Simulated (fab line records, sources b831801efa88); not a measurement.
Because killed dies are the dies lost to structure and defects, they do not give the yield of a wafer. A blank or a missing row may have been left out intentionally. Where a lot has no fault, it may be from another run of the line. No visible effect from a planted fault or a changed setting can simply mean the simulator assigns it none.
Problem report, 8D (eight disciplines) form, completed by code	flow gf180mcu	the parts of the form that need people (team, actions taken, sign-off) are left out

== 1. WHAT IS WRONG ==
PSD_TW at GF_PSD_TW_MEAS_11 reads a mean of 30 on 3 wafers of 1 lot; wafers without a fault read 3170 with a standard deviation of 19. That is -99 or more standard deviations from the usual mean.
The first sign was on wafer L432.1 at day 19 12:13, on film-metro-03. The record holds 33 wafers of 11 lots with a number at this step. By rule, "out" or "out of limits" means more than 4 standard deviations away from the usual mean. All remaining wafers that have a number are taken as sound.

== 2. WHAT IT IS; WHAT IT IS NOT ==
question	is	is not
which readings at this step	PSD_TW	-
which lots	L432	L419, L420, L423, L424, L425, L426, L431, L437, L438, L440
which wafers of those lots	all that have a number	-
read on which gauges	film-metro-03	film-metro-04
when	from day 19 12:13	up to then (21 sound wafers); but 9 sound wafers of L437, L438, L440 came after

== 3. WHAT RULES OUT EACH SUSPECT ==
Counting: any tool at a process step up to the reading is kept as a suspect provided that every lot that is out went through it and no sound lot did after the first of them.
- the gauge at GF_PSD_TW_MEAS_11: ruled out. All the wafers that are out were read on film-metro-03, but those of them that GF_PSD_STRIP_10 has rows for are out there too, on other tools.
- plasma-asher-01 at GF_HV_LDD_STRIP_22 (strips in O2/N2): ruled out as a lasting fault. The sound lots L438 went through it after L432, its earliest lot that is out (day 15 11:55).
- rtp-anneal-02 at GF_HV_LDD_RTA_52 (time 10 s): ruled out as a lasting fault. The sound lots L437 went through it after L432, its earliest lot that is out (day 17 09:47).
- plasma-asher-04 at GF_NSD_STRIP_11 (strips in O2/N2): ruled out as a lasting fault. The sound lots L437, L440 went through it after L432, its earliest lot that is out (day 18 12:10).
- plasma-asher-03 at GF_PSD_STRIP_10 (strips in O2/N2): ruled out as a lasting fault. The sound lots L437, L438 went through it after L432, its earliest lot that is out (day 19 12:07).
Left after counting: nothing in the record.

== 4. THE CAUSE (what the simulator had put in) ==
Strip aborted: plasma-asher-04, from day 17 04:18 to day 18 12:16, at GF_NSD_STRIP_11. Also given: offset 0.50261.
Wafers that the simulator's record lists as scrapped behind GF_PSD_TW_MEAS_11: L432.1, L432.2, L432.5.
The count ruled it out by mistake, since the rule takes a fault to strike every lot its tool runs from the start of the fault on, and this one did not do so.

== 5. THE EFFECT CHAIN, in route order ==
Each row: a reading where the mean over the struck wafers with a number is more than 3 standard deviations away from the usual. Only readings for which the record gives a usual standard deviation are gone through. hours: the time from each lot's start at the first step in this table that gives one to its start at this step, as a median over the lots. sigmas: the change in usual standard deviations.
hours	step	reading	usual	on struck wafers	change	sigmas
0	GF_PSD_STRIP_10	oes-product-au	0.594 a.u.	0.625	+0.031	+6.4
0	GF_PSD_STRIP_10	strip-time-to-endpoint-s	16.44 s	22.35	+5.91	+99 or more
0	GF_PSD_TW_MEAS_11	PSD_TW	3170	30	-3140	-99 or more
Here are the process steps it includes:
- GF_PSD_STRIP_10: strips in O2/N2.
Readings that are blank on the struck wafers while sound wafers have them: strip-time-to-endpoint-s at GF_NSD_STRIP_11.

== 6. WHAT WOULD HAVE CAUGHT IT SOONER ==
The first out-of-limits reading at a measuring or inspecting step in this record came at day 19 12:13, 56 hours after the fault's start at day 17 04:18.
